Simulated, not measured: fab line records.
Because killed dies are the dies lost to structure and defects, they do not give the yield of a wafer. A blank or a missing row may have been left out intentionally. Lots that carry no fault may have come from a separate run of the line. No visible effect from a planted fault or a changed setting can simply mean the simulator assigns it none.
fab line records ; flow sky130
[record] lots = 24; wafers = 72; last-day = 50
route steps=708 shown VIA2@529 CAPM@537 CAP2M@605
lots that met no fault: from a run of the same line without faults
start-h: start of the lot's first displayed wafer, in hours after the record's first day ; wait-h: hours since the lot's step before ; " identical to the entry in the row above ; L1.1+2: one row covering several wafers at once ; - either no value or no given start ; * or withheld: withheld ; < > ~ a bound
route shown NAME@n: names a module that has steps shown in the file, with the first one's number in the route ; usual: average and standard deviation across the fault-free wafers ; same: alike in all rows ; chamber/n: place in a boat ; sites: readings site by site ; _std_site: their standard deviation ; _edge_site: the outer-site mean with the inner-site mean subtracted ; radius-mm: how far each site lies from the wafer's centre ; mask NAME#n: copy n ; behind: the last tool/chamber to shape the wafer ; hold: why the lot was held/for how many hours/how that ended ; device: which transistor (n, p or np) failed to switch ; end of line: the same wafers' tests at the end of the route ; for a step that has no rows: nothing shown but its recipe ; killed: at the first sort, the dies lost to defects and structure; wafer yield is something else ; map: shows each die of a wafer: x if killed, . if not, _ if none is there
set.NAME: the setting that was run; set.NAME@STEP: the one run at that earlier step ; model.NAME: the simulator's own value behind a step, which no gauge read
route steps across a sampled set of lots; one table per step, one row per wafer
services: from which hour (start-h, from the record's first day; less than 0 if before it) a tool's chamber was out of use, for how many hours, and why
[[steps]]
[step SKY_VIA2_RS_MEAS_22]
[recipe] thk-meas-gauge = four-point-probe; reads = W_of_VIA2_CVD_21+TiN_of_VIA2_SPUTTER_20
[usual] VIA2_W_RS = 0.273/0.0033
lot.wafer;tool;chamber;start-h;wait-h;VIA2_W_RS[ohm/sq]
L074.1;film-metro-03;-;855.65;0.1;0.270
L074.3;film-metro-03;-;855.65;0.1;0.272
L074.6;film-metro-03;-;855.65;0.1;0.270
L075.1;film-metro-03;-;867.84;0.1;0.270
L075.4;film-metro-03;-;867.84;0.1;0.275
L075.5;film-metro-03;-;867.84;0.1;0.276
L076.1;film-metro-03;-;876.04;0.1;0.272
L076.4;film-metro-03;-;876.04;0.1;0.274
L076.6;film-metro-03;-;876.04;0.1;0.272
L077.4;film-metro-04;-;883.87;0.1;0.270
L077.5;film-metro-04;-;883.87;0.1;0.273
L077.6;film-metro-04;-;883.87;0.1;0.271
L078.1;film-metro-04;-;888.03;0.1;0.277
L078.3;film-metro-04;-;888.03;0.1;0.279
L078.6;film-metro-04;-;888.03;0.1;0.274
L079.1;film-metro-01;-;901.70;0.1;0.275
L079.3;film-metro-01;-;901.70;0.1;0.277
L079.5;film-metro-01;-;901.70;0.1;0.273
L080.1;film-metro-03;-;904.16;0.1;0.272
L080.2;film-metro-03;-;904.16;0.1;0.272
L080.6;film-metro-03;-;904.16;0.1;0.274
L081.3;film-metro-03;-;907.07;0.1;0.273
L081.4;film-metro-03;-;907.07;0.1;0.274
L081.5;film-metro-03;-;907.07;0.1;0.273
L082.1;film-metro-01;-;914.26;0.1;0.278
L082.3;film-metro-01;-;914.26;0.1;0.273
L082.6;film-metro-01;-;914.26;0.1;0.275
L083.2;film-metro-04;-;924.72;0.1;0.273
L083.3;film-metro-04;-;924.72;0.1;0.272
L083.4;film-metro-04;-;924.72;0.1;0.271
L084.1;film-metro-03;-;926.16;0.1;0.274
L084.5;film-metro-03;-;926.16;0.1;0.277
L084.6;film-metro-03;-;926.16;0.1;0.278
L085.1;film-metro-03;-;935.18;0.1;0.269
L085.2;film-metro-03;-;935.18;0.1;0.273
L085.3;film-metro-03;-;935.18;0.1;0.269
L087.1;film-metro-01;-;948.20;0.1;0.271
L087.3;film-metro-01;-;948.20;0.1;0.272
L087.4;film-metro-01;-;948.20;0.1;0.269
L086.2;film-metro-04;-;950.30;0.1;0.278
L086.3;film-metro-04;-;950.30;0.1;0.274
L086.4;film-metro-04;-;950.30;0.1;0.270
L088.4;film-metro-04;-;951.00;0.1;0.275
L088.5;film-metro-04;-;951.00;0.1;0.271
L088.6;film-metro-04;-;951.00;0.1;0.276
L089.1;film-metro-01;-;965.77;0.1;0.279
L089.2;film-metro-01;-;965.77;0.1;0.280
L089.4;film-metro-01;-;965.77;0.1;0.277
L090.1;film-metro-01;-;972.22;0.1;0.273
L090.4;film-metro-01;-;972.22;0.1;0.267
L090.6;film-metro-01;-;972.22;0.1;0.269
L091.2;film-metro-03;-;975.33;0.1;0.276
L091.5;film-metro-03;-;975.33;0.1;0.281
L091.6;film-metro-03;-;975.33;0.1;0.274
L092.2;film-metro-01;-;980.10;0.1;0.278
L092.3;film-metro-01;-;980.10;0.1;0.272
L092.4;film-metro-01;-;980.10;0.1;0.270
L093.3;film-metro-03;-;993.49;0.1;0.266
L093.4;film-metro-03;-;993.49;0.1;0.275
L093.5;film-metro-03;-;993.49;0.1;0.271
L094.1;film-metro-04;-;996.80;0.1;0.276
L094.4;film-metro-04;-;996.80;0.1;0.271
L094.5;film-metro-04;-;996.80;0.1;0.276
L095.2;film-metro-03;-;999.68;0.1;0.270
L095.3;film-metro-03;-;999.68;0.1;0.278
L095.6;film-metro-03;-;999.68;0.1;0.276
L096.2;film-metro-03;-;1007.62;0.1;0.273
L096.4;film-metro-03;-;1007.62;0.1;0.273
L096.6;film-metro-03;-;1007.62;0.1;0.272
L097.4;film-metro-04;-;1016.27;0.1;0.268
L097.5;film-metro-04;-;1016.27;0.1;0.269
L097.6;film-metro-04;-;1016.27;0.1;0.268
[step SKY_VIA2_THK_MEAS_23]
[recipe] thk-meas-gauge = xrf; reads = W_of_VIA2_CVD_21
[usual] VIA2_W_THK = 420/5.7
lot.wafer;tool;chamber;start-h;wait-h;VIA2_W_THK[nm]
L074.1;film-metro-03;-;855.77;0.1;427
L074.3;film-metro-03;-;855.77;0.1;424
L074.6;film-metro-03;-;855.77;0.1;425
L075.1;film-metro-03;-;867.96;0.1;420
L075.4;film-metro-03;-;867.96;0.1;415
L075.5;film-metro-03;-;867.96;0.1;412
L076.1;film-metro-03;-;876.16;0.1;418
L076.4;film-metro-03;-;876.16;0.1;419
L076.6;film-metro-03;-;876.16;0.1;417
L077.4;film-metro-04;-;883.96;0.1;422
L077.5;film-metro-04;-;883.96;0.1;416
L077.6;film-metro-04;-;883.96;0.1;421
L078.1;film-metro-04;-;888.15;0.1;414
L078.3;film-metro-04;-;888.15;0.1;410
L078.6;film-metro-04;-;888.15;0.1;419
L079.1;film-metro-01;-;901.82;0.1;416
L079.3;film-metro-01;-;901.82;0.1;413
L079.5;film-metro-01;-;901.82;0.1;420
L080.1;film-metro-03;-;904.28;0.1;418
L080.2;film-metro-03;-;904.28;0.1;421
L080.6;film-metro-03;-;904.28;0.1;417
L081.3;film-metro-03;-;907.17;0.1;420
L081.4;film-metro-03;-;907.17;0.1;417
L081.5;film-metro-03;-;907.17;0.1;415
L082.1;film-metro-01;-;914.38;0.1;408
L082.3;film-metro-01;-;914.38;0.1;414
L082.6;film-metro-01;-;914.38;0.1;414
L083.2;film-metro-04;-;924.83;0.1;423
L083.3;film-metro-04;-;924.83;0.1;424
L083.4;film-metro-04;-;924.83;0.1;425
L084.1;film-metro-03;-;926.28;0.1;425
L084.5;film-metro-03;-;926.28;0.1;418
L084.6;film-metro-03;-;926.28;0.1;420
L085.1;film-metro-03;-;935.30;0.1;432
L085.2;film-metro-03;-;935.30;0.1;428
L085.3;film-metro-03;-;935.30;0.1;433
L087.1;film-metro-01;-;948.32;0.1;424
L087.3;film-metro-01;-;948.32;0.1;417
L087.4;film-metro-01;-;948.32;0.1;423
L086.2;film-metro-04;-;950.41;0.1;413
L086.3;film-metro-04;-;950.41;0.1;422
L086.4;film-metro-04;-;950.41;0.1;430
L088.4;film-metro-04;-;951.09;0.1;419
L088.5;film-metro-04;-;951.09;0.1;424
L088.6;film-metro-04;-;951.09;0.1;415
L089.1;film-metro-01;-;965.89;0.1;411
L089.2;film-metro-01;-;965.89;0.1;412
L089.4;film-metro-01;-;965.89;0.1;415
L090.1;film-metro-01;-;972.34;0.1;418
L090.4;film-metro-01;-;972.34;0.1;426
L090.6;film-metro-01;-;972.34;0.1;426
L091.2;film-metro-03;-;975.44;0.1;418
L091.5;film-metro-03;-;975.44;0.1;414
L091.6;film-metro-03;-;975.44;0.1;424
L092.2;film-metro-01;-;980.21;0.1;415
L092.3;film-metro-01;-;980.21;0.1;421
L092.4;film-metro-01;-;980.21;0.1;426
L093.3;film-metro-03;-;993.59;0.1;439
L093.4;film-metro-03;-;993.59;0.1;422
L093.5;film-metro-03;-;993.59;0.1;426
L094.1;film-metro-04;-;996.92;0.1;411
L094.4;film-metro-04;-;996.92;0.1;420
L094.5;film-metro-04;-;996.92;0.1;410
L095.2;film-metro-03;-;999.79;0.1;425
L095.3;film-metro-03;-;999.79;0.1;413
L095.6;film-metro-03;-;999.79;0.1;414
L096.2;film-metro-03;-;1007.73;0.1;421
L096.4;film-metro-03;-;1007.73;0.1;425
L096.6;film-metro-03;-;1007.73;0.1;422
L097.4;film-metro-04;-;1016.36;0.1;430
L097.5;film-metro-04;-;1016.36;0.1;423
L097.6;film-metro-04;-;1016.36;0.1;426
[step SKY_CAPM_CVD_00]
[recipe] material = SiO2; target-thk-nm = 15.5; temp-c = 400; time-s = withheld; rf-w = 450
[usual] heater-power-w = 669/85; susceptor-temp-C = 400.02/0.22
lot.wafer;tool;chamber;start-h;wait-h;heater-power-w;susceptor-temp-C
L074.1;pecvd-03;0;856.45;0.0;698;400.20
L074.3;pecvd-03;1;856.45;0.0;673;400.22
L074.6;pecvd-03;0;856.45;0.0;719;400.00
L075.1;pecvd-04;0;868.48;0.0;776;399.90
L075.4;pecvd-04;1;868.48;0.0;544;399.80
L075.5;pecvd-04;0;868.48;0.0;783;399.49
L076.1;pecvd-02;0;876.68;0.0;528;400.27
L076.4;pecvd-02;1;876.68;0.0;747;399.66
L076.6;pecvd-02;0;876.68;0.0;540;400.10
L077.4;pecvd-04;1;884.46;0.0;482;400.22
L077.5;pecvd-04;0;884.46;0.0;835;399.96
L077.6;pecvd-04;2;884.46;0.0;733;399.95
L078.1;pecvd-02;0;888.68;0.0;510;399.60
L078.3;pecvd-02;0;888.68;0.0;495;399.95
L078.6;pecvd-02;0;888.68;0.0;497;399.75
L079.1;pecvd-03;1;902.33;0.0;771;400.31
L079.3;pecvd-03;0;902.33;0.0;668;400.45
L079.5;pecvd-03;2;902.33;0.0;668;400.00
L080.1;pecvd-02;2;904.80;0.0;639;399.87
L080.2;pecvd-02;0;904.80;0.0;555;399.98
L080.6;pecvd-02;1;904.80;0.0;660;400.32
L081.3;pecvd-03;0;907.67;0.0;623;400.10
L081.4;pecvd-03;2;907.67;0.0;677;400.09
L081.5;pecvd-03;1;907.67;0.0;630;399.73
L082.1;pecvd-04;1;914.90;0.0;553;400.07
L082.3;pecvd-04;0;914.90;0.0;686;399.76
L082.6;pecvd-04;2;914.90;0.0;783;400.30
L083.2;pecvd-04;1;925.34;0.0;593;400.14
L083.3;pecvd-04;2;925.34;0.0;660;399.69
L083.4;pecvd-04;1;925.34;0.0;581;400.09
L084.1;pecvd-03;1;926.79;0.0;665;399.73
L084.5;pecvd-03;1;926.79;0.0;667;399.68
L084.6;pecvd-03;2;926.79;0.0;766;399.71
L085.1;pecvd-02;0;935.82;0.0;543;400.08
L085.2;pecvd-02;2;935.82;0.0;644;400.33
L085.3;pecvd-02;1;935.82;0.0;734;400.28
L087.1;pecvd-03;2;948.84;0.0;820;400.21
L087.3;pecvd-03;1;948.84;0.0;704;400.01
L087.4;pecvd-03;1;948.84;0.0;726;400.10
L086.2;pecvd-02;0;950.91;0.0;528;399.88
L086.3;pecvd-02;2;950.91;0.0;642;399.93
L086.4;pecvd-02;2;950.91;0.0;647;399.85
L088.4;pecvd-04;1;951.59;0.0;568;399.79
L088.5;pecvd-04;2;951.59;0.0;720;400.08
L088.6;pecvd-04;1;951.59;0.0;573;399.79
L089.1;pecvd-03;2;966.41;0.0;718;399.74
L089.2;pecvd-03;1;966.41;0.0;734;400.64
L089.4;pecvd-03;2;966.41;0.0;738;399.90
L090.1;pecvd-03;2;972.86;0.0;746;400.07
L090.4;pecvd-03;2;972.86;0.0;745;400.06
L090.6;pecvd-03;1;972.86;0.0;703;399.83
L091.2;pecvd-02;0;976.59;0.0;531;399.91
L091.5;pecvd-02;0;976.59;0.0;548;399.49
L091.6;pecvd-02;2;976.59;0.0;667;400.57
L092.2;pecvd-02;0;980.74;0.0;534;399.66
L092.3;pecvd-02;1;980.74;0.0;620;399.68
L092.4;pecvd-02;0;980.74;0.0;530;400.04
L093.3;pecvd-04;2;994.09;0.0;746;400.43
L093.4;pecvd-04;1;994.09;0.0;602;399.91
L093.5;pecvd-04;1;994.09;0.0;603;400.31
L094.1;pecvd-02;2;997.44;0.0;661;400.28
L094.4;pecvd-02;2;997.44;0.0;669;400.52
L094.5;pecvd-02;0;997.44;0.0;550;400.14
L095.2;pecvd-03;1;1000.29;0.0;684;400.07
L095.3;pecvd-03;2;1000.29;0.0;761;400.08
L095.6;pecvd-03;2;1000.29;0.0;746;400.09
L096.2;pecvd-04;0;1008.23;0.0;813;400.04
L096.4;pecvd-04;2;1008.23;0.0;755;399.83
L096.6;pecvd-04;1;1008.23;0.0;574;400.04
L097.4;pecvd-03;0;1016.86;0.0;700;399.79
L097.5;pecvd-03;1;1016.86;0.0;741;400.07
L097.6;pecvd-03;2;1016.86;0.0;777;399.88
[step SKY_CAPM_THK_MEAS_04]
[recipe] thk-meas-gauge = xrf; reads = TiN_of_CAPM_SPUTTER_02
[usual] CAPM_TIN_THK = 200.2/2.3
lot.wafer;tool;chamber;start-h;wait-h;CAPM_TIN_THK[nm]
L074.1;film-metro-02;-;856.76;0.1;198.7
L074.3;film-metro-02;-;856.76;0.1;199.4
L074.6;film-metro-02;-;856.76;0.1;199.8
L075.1;film-metro-03;-;868.79;0.1;199.2
L075.4;film-metro-03;-;868.79;0.1;201.0
L075.5;film-metro-03;-;868.79;0.1;202.5
L076.1;film-metro-02;-;876.99;0.1;195.5
L076.4;film-metro-02;-;876.99;0.1;199.5
L076.6;film-metro-02;-;876.99;0.1;198.1
L077.4;film-metro-03;-;884.79;0.1;202.5
L077.5;film-metro-03;-;884.79;0.1;203.9
L077.6;film-metro-03;-;884.79;0.1;200.0
L078.1;film-metro-02;-;889.01;0.1;199.5
L078.3;film-metro-02;-;889.01;0.1;198.9
L078.6;film-metro-02;-;889.01;0.1;197.2
L079.1;film-metro-02;-;902.64;0.1;196.2
L079.3;film-metro-02;-;902.64;0.1;199.9
L079.5;film-metro-02;-;902.64;0.1;197.3
L080.1;film-metro-01;-;905.11;0.1;199.5
L080.2;film-metro-01;-;905.11;0.1;199.0
L080.6;film-metro-01;-;905.11;0.1;198.0
L081.3;film-metro-02;-;908.00;0.1;195.9
L081.4;film-metro-02;-;908.00;0.1;197.1
L081.5;film-metro-02;-;908.00;0.1;197.2
L082.1;film-metro-01;-;915.21;0.1;200.7
L082.3;film-metro-01;-;915.21;0.1;201.3
L082.6;film-metro-01;-;915.21;0.1;199.9
L083.2;film-metro-02;-;925.67;0.1;199.8
L083.3;film-metro-02;-;925.67;0.1;198.9
L083.4;film-metro-02;-;925.67;0.1;200.6
L084.1;film-metro-03;-;927.10;0.1;201.1
L084.5;film-metro-03;-;927.10;0.1;201.2
L084.6;film-metro-03;-;927.10;0.1;200.4
L085.1;film-metro-03;-;936.13;0.1;204.9
L085.2;film-metro-03;-;936.13;0.1;205.5
L085.3;film-metro-03;-;936.13;0.1;201.8
L087.1;film-metro-02;-;949.15;0.1;197.2
L087.3;film-metro-02;-;949.15;0.1;198.0
L087.4;film-metro-02;-;949.15;0.1;197.1
L086.2;film-metro-01;-;951.23;0.1;199.1
L086.3;film-metro-01;-;951.23;0.1;199.0
L086.4;film-metro-01;-;951.23;0.1;199.4
L088.4;film-metro-01;-;951.93;0.1;200.2
L088.5;film-metro-01;-;951.93;0.1;199.4
L088.6;film-metro-01;-;951.93;0.1;203.0
L089.1;film-metro-03;-;966.72;0.1;202.2
L089.2;film-metro-03;-;966.72;0.1;201.6
L089.4;film-metro-03;-;966.72;0.1;200.4
L090.1;film-metro-01;-;973.17;0.1;198.6
L090.4;film-metro-01;-;973.17;0.1;200.0
L090.6;film-metro-01;-;973.17;0.1;199.6
L091.2;film-metro-01;-;976.91;0.1;201.0
L091.5;film-metro-01;-;976.91;0.1;199.1
L091.6;film-metro-01;-;976.91;0.1;201.6
L092.2;film-metro-03;-;981.06;0.1;199.3
L092.3;film-metro-03;-;981.06;0.1;203.5
L092.4;film-metro-03;-;981.06;0.1;201.8
L093.3;film-metro-01;-;994.42;0.1;201.9
L093.4;film-metro-01;-;994.42;0.1;201.6
L093.5;film-metro-01;-;994.42;0.1;203.2
L094.1;film-metro-02;-;997.76;0.1;202.9
L094.4;film-metro-02;-;997.76;0.1;202.1
L094.5;film-metro-02;-;997.76;0.1;204.2
L095.2;film-metro-02;-;1000.61;0.1;201.0
L095.3;film-metro-02;-;1000.61;0.1;201.4
L095.6;film-metro-02;-;1000.61;0.1;200.8
L096.2;film-metro-02;-;1008.55;0.1;200.6
L096.4;film-metro-02;-;1008.55;0.1;201.8
L096.6;film-metro-02;-;1008.55;0.1;202.4
L097.4;film-metro-02;-;1017.19;0.1;200.5
L097.5;film-metro-02;-;1017.19;0.1;199.5
L097.6;film-metro-02;-;1017.19;0.1;196.2
[step SKY_CAP2M_SPUTTER_02]
[recipe] material = TiN; target-thk-nm = 200; temp-c = 300; power-w = 6500; time-s = 166.7; chamber-pressure-pa = 0.4
[usual] susceptor-temp-C = 300.02/0.2; throttle-valve-pct = 30.5/1
[same] time-s = 166.7
lot.wafer;tool;chamber;start-h;wait-h;susceptor-temp-C;throttle-valve-pct
L074.1;pvd-sputter-01;-;936.77;0.1;299.84;31.4
L074.3;pvd-sputter-01;-;936.77;0.1;299.85;30.1
L074.6;pvd-sputter-01;-;936.77;0.1;299.80;30.0
L075.1;pvd-sputter-03;-;947.65;0.1;300.11;29.3
L075.4;pvd-sputter-03;-;947.65;0.1;300.31;31.2
L075.5;pvd-sputter-03;-;947.65;0.1;300.15;29.8
L076.1;pvd-sputter-01;-;954.59;0.1;299.92;32.7
L076.4;pvd-sputter-01;-;954.59;0.1;300.54;31.9
L076.6;pvd-sputter-01;-;954.59;0.1;300.19;30.1
L077.4;pvd-sputter-01;-;964.33;0.0;300.01;30.1
L077.5;pvd-sputter-01;-;964.33;0.0;300.21;32.6
L077.6;pvd-sputter-01;-;964.33;0.0;299.85;30.4
L078.1;pvd-sputter-03;-;967.52;0.1;299.81;29.9
L078.3;pvd-sputter-03;-;967.52;0.1;299.67;29.3
L078.6;pvd-sputter-03;-;967.52;0.1;299.97;29.6
L079.1;pvd-sputter-01;-;979.31;0.1;300.06;30.1
L079.3;pvd-sputter-01;-;979.31;0.1;300.21;30.6
L079.5;pvd-sputter-01;-;979.31;0.1;299.85;30.1
L080.1;pvd-sputter-04;-;981.14;0.1;300.14;29.2
L080.2;pvd-sputter-04;-;981.14;0.1;300.06;29.6
L080.6;pvd-sputter-04;-;981.14;0.1;300.20;30.3
L081.3;pvd-sputter-01;-;984.01;0.0;299.94;31.6
L081.4;pvd-sputter-01;-;984.01;0.0;299.95;30.2
L081.5;pvd-sputter-01;-;984.01;0.0;300.14;30.3
L082.1;pvd-sputter-01;-;992.67;0.1;300.26;30.1
L082.3;pvd-sputter-01;-;992.67;0.1;300.24;32.2
L082.6;pvd-sputter-01;-;992.67;0.1;299.99;30.2
L083.2;pvd-sputter-03;-;1003.26;0.0;299.71;31.0
L083.3;pvd-sputter-03;-;1003.26;0.0;300.21;29.1
L083.4;pvd-sputter-03;-;1003.26;0.0;299.98;30.0
L084.1;pvd-sputter-03;-;1003.56;0.1;299.85;31.4
L084.5;pvd-sputter-03;-;1003.56;0.1;299.69;29.8
L084.6;pvd-sputter-03;-;1003.56;0.1;299.42;31.2
L085.1;pvd-sputter-04;-;1011.49;0.1;300.03;29.5
L085.2;pvd-sputter-04;-;1011.49;0.1;299.83;30.2
L085.3;pvd-sputter-04;-;1011.49;0.1;299.71;29.8
L087.1;pvd-sputter-04;-;1025.13;0.1;300.19;30.3
L087.3;pvd-sputter-04;-;1025.13;0.1;299.87;29.3
L087.4;pvd-sputter-04;-;1025.13;0.1;299.83;30.1
L086.2;pvd-sputter-03;-;1026.87;0.0;300.15;29.5
L086.3;pvd-sputter-03;-;1026.87;0.0;299.59;31.5
L086.4;pvd-sputter-03;-;1026.87;0.0;300.13;30.2
L088.4;pvd-sputter-01;-;1027.51;0.0;300.24;30.6
L088.5;pvd-sputter-01;-;1027.51;0.0;300.07;30.1
L088.6;pvd-sputter-01;-;1027.51;0.0;300.13;30.3
L089.1;pvd-sputter-01;-;1039.34;0.1;299.90;31.7
L089.2;pvd-sputter-01;-;1039.34;0.1;300.08;30.1
L089.4;pvd-sputter-01;-;1039.34;0.1;300.05;31.5
L090.1;pvd-sputter-04;-;1046.79;0.1;299.97;30.5
L090.4;pvd-sputter-04;-;1046.79;0.1;300.38;29.3
L090.6;pvd-sputter-04;-;1046.79;0.1;300.46;29.5
L091.2;pvd-sputter-01;-;1050.66;0.0;300.04;32.7
L091.5;pvd-sputter-01;-;1050.66;0.0;299.77;30.1
L091.6;pvd-sputter-01;-;1050.66;0.0;300.21;30.0
L092.2;pvd-sputter-01;-;1053.93;0.0;300.20;30.3
L092.3;pvd-sputter-01;-;1053.93;0.0;300.15;32.5
L092.4;pvd-sputter-01;-;1053.93;0.0;299.90;31.6
L093.3;pvd-sputter-01;-;1066.31;0.0;299.90;30.1
L093.4;pvd-sputter-01;-;1066.31;0.0;300.25;31.7
L093.5;pvd-sputter-01;-;1066.31;0.0;299.90;32.7
L094.1;pvd-sputter-04;-;1070.56;0.1;300.14;30.2
L094.4;pvd-sputter-04;-;1070.56;0.1;299.66;30.2
L094.5;pvd-sputter-04;-;1070.56;0.1;300.03;30.5
L095.2;pvd-sputter-04;-;1072.69;0.0;299.87;29.8
L095.3;pvd-sputter-04;-;1072.69;0.0;299.88;29.9
L095.6;pvd-sputter-04;-;1072.69;0.0;300.43;29.7
L096.2;pvd-sputter-01;-;1079.71;0.0;299.97;32.2
L096.4;pvd-sputter-01;-;1079.71;0.0;299.71;29.9
L096.6;pvd-sputter-01;-;1079.71;0.0;300.24;31.6
L097.4;pvd-sputter-03;-;1086.55;0.0;300.20;31.0
L097.5;pvd-sputter-03;-;1086.55;0.0;300.01;29.8
L097.6;pvd-sputter-03;-;1086.55;0.0;300.33;29.2
[step SKY_CAP2M_OVL_MEAS_12]
[usual] CAP2M_OVL = 0.7/1.2
lot.wafer;tool;chamber;start-h;wait-h;CAP2M_OVL[nm]
L074.1;overlay-01;-;961.49;0.1;3.0
L074.3;overlay-01;-;961.49;0.1;2.2
L074.6;overlay-01;-;961.49;0.1;1.8
L075.1;overlay-02;-;972.32;0.1;-1.5
L075.4;overlay-02;-;972.32;0.1;0.1
L075.5;overlay-02;-;972.32;0.1;-0.3
L076.1;overlay-01;-;977.97;0.1;1.4
L076.4;overlay-01;-;977.97;0.1;-0.3
L076.6;overlay-01;-;977.97;0.1;0.1
L077.4;overlay-02;-;987.49;0.1;1.1
L077.5;overlay-02;-;987.49;0.1;0.2
L077.6;overlay-02;-;987.49;0.1;0.7
L078.1;overlay-01;-;991.40;0.1;2.5
L078.3;overlay-01;-;991.40;0.1;2.4
L078.6;overlay-01;-;991.40;0.1;1.4
L079.1;overlay-02;-;1002.82;0.1;0.3
L079.3;overlay-02;-;1002.82;0.1;-0.2
L079.5;overlay-02;-;1002.82;0.1;-0.7
L080.1;overlay-02;-;1004.75;0.1;1.1
L080.2;overlay-02;-;1004.75;0.1;0.1
L080.6;overlay-02;-;1004.75;0.1;0.1
L081.3;overlay-02;-;1007.96;0.1;-1.6
L081.4;overlay-02;-;1007.96;0.1;3.0
L081.5;overlay-02;-;1007.96;0.1;1.9
L082.1;overlay-01;-;1015.49;0.1;1.2
L082.3;overlay-01;-;1015.49;0.1;-1.1
L082.6;overlay-01;-;1015.49;0.1;-0.3
L083.2;overlay-01;-;1026.64;0.1;-0.2
L083.3;overlay-01;-;1026.64;0.1;2.9
L083.4;overlay-01;-;1026.64;0.1;1.7
L084.1;overlay-01;-;1026.94;0.1;0.9
L084.5;overlay-01;-;1026.94;0.1;-1.1
L084.6;overlay-01;-;1026.94;0.1;0.1
L085.1;overlay-01;-;1034.39;0.1;0.7
L085.2;overlay-01;-;1034.39;0.1;2.3
L085.3;overlay-01;-;1034.39;0.1;0.2
L087.1;overlay-01;-;1047.54;0.1;0.3
L087.3;overlay-01;-;1047.54;0.1;2.8
L087.4;overlay-01;-;1047.54;0.1;1.1
L086.2;overlay-02;-;1049.74;0.1;0.1
L086.3;overlay-02;-;1049.74;0.1;1.1
L086.4;overlay-02;-;1049.74;0.1;1.9
L088.4;overlay-02;-;1050.22;0.1;1.0
L088.5;overlay-02;-;1050.22;0.1;0.5
L088.6;overlay-02;-;1050.22;0.1;0.5
L089.1;overlay-01;-;1061.29;0.1;-0.5
L089.2;overlay-01;-;1061.29;0.1;1.9
L089.4;overlay-01;-;1061.29;0.1;0.4
L090.1;overlay-02;-;1068.82;0.1;0.4
L090.4;overlay-02;-;1068.82;0.1;-0.8
L090.6;overlay-02;-;1068.82;0.1;-0.2
L091.2;overlay-01;-;1072.69;0.1;2.0
L091.5;overlay-01;-;1072.69;0.1;0.9
L091.6;overlay-01;-;1072.69;0.1;0.1
L092.2;overlay-01;-;1075.49;0.1;0.7
L092.3;overlay-01;-;1075.49;0.1;-1.1
L092.4;overlay-01;-;1075.49;0.1;-1.4
L093.3;overlay-02;-;1087.55;0.1;0.7
L093.4;overlay-02;-;1087.55;0.1;1.1
L093.5;overlay-02;-;1087.55;0.1;-0.8
L094.1;overlay-02;-;1092.24;0.1;1.9
L094.4;overlay-02;-;1092.24;0.1;1.3
L094.5;overlay-02;-;1092.24;0.1;1.1
L095.2;overlay-01;-;1093.36;0.1;2.6
L095.3;overlay-01;-;1093.36;0.1;4.1
L095.6;overlay-01;-;1093.36;0.1;0.7
L096.2;overlay-01;-;1100.86;0.1;0.5
L096.4;overlay-01;-;1100.86;0.1;-1.6
L096.6;overlay-01;-;1100.86;0.1;-0.2
L097.4;overlay-02;-;1106.62;0.1;1.7
L097.5;overlay-02;-;1106.62;0.1;1.4
L097.6;overlay-02;-;1106.62;0.1;1.0
[[services]]
tool;chamber;start-h;hours;kind
pecvd-02;-;838.43;5.5;pm
pecvd-04;-;852.31;1.0;repair
pecvd-02;0;861.51;6.6;repair
pecvd-04;2;876.09;2.2;repair
pecvd-02;2;881.81;13.1;repair
pecvd-02;-;890.55;1.2;repair
pecvd-04;2;903.12;2.1;scheduled-down
pecvd-04;0;919.77;2.6;repair
pecvd-04;0;922.35;16.5;scheduled-down
pecvd-04;0;947.80;5.5;scheduled-down
pvd-sputter-04;-;954.05;1.5;repair
pecvd-02;1;959.75;5.0;scheduled-down
pvd-sputter-03;-;963.17;1.2;repair
pecvd-02;0;971.99;2.1;scheduled-down
pecvd-02;1;993.11;5.6;repair
pecvd-02;0;998.45;17.5;repair
pecvd-04;-;1010.67;2.8;pm
pvd-sputter-01;-;1020.40;4.9;repair
pecvd-03;0;1027.65;5.5;scheduled-down
pvd-sputter-01;1;1031.85;-;consumable-replace:kit
pvd-sputter-01;1;1031.85;18.0;scheduled-down
pvd-sputter-01;1;1031.85;18.0;vent-cycle
pvd-sputter-03;-;1040.02;1.5;repair
pvd-sputter-01;-;1057.59;1.0;repair
[[key]]
fault none
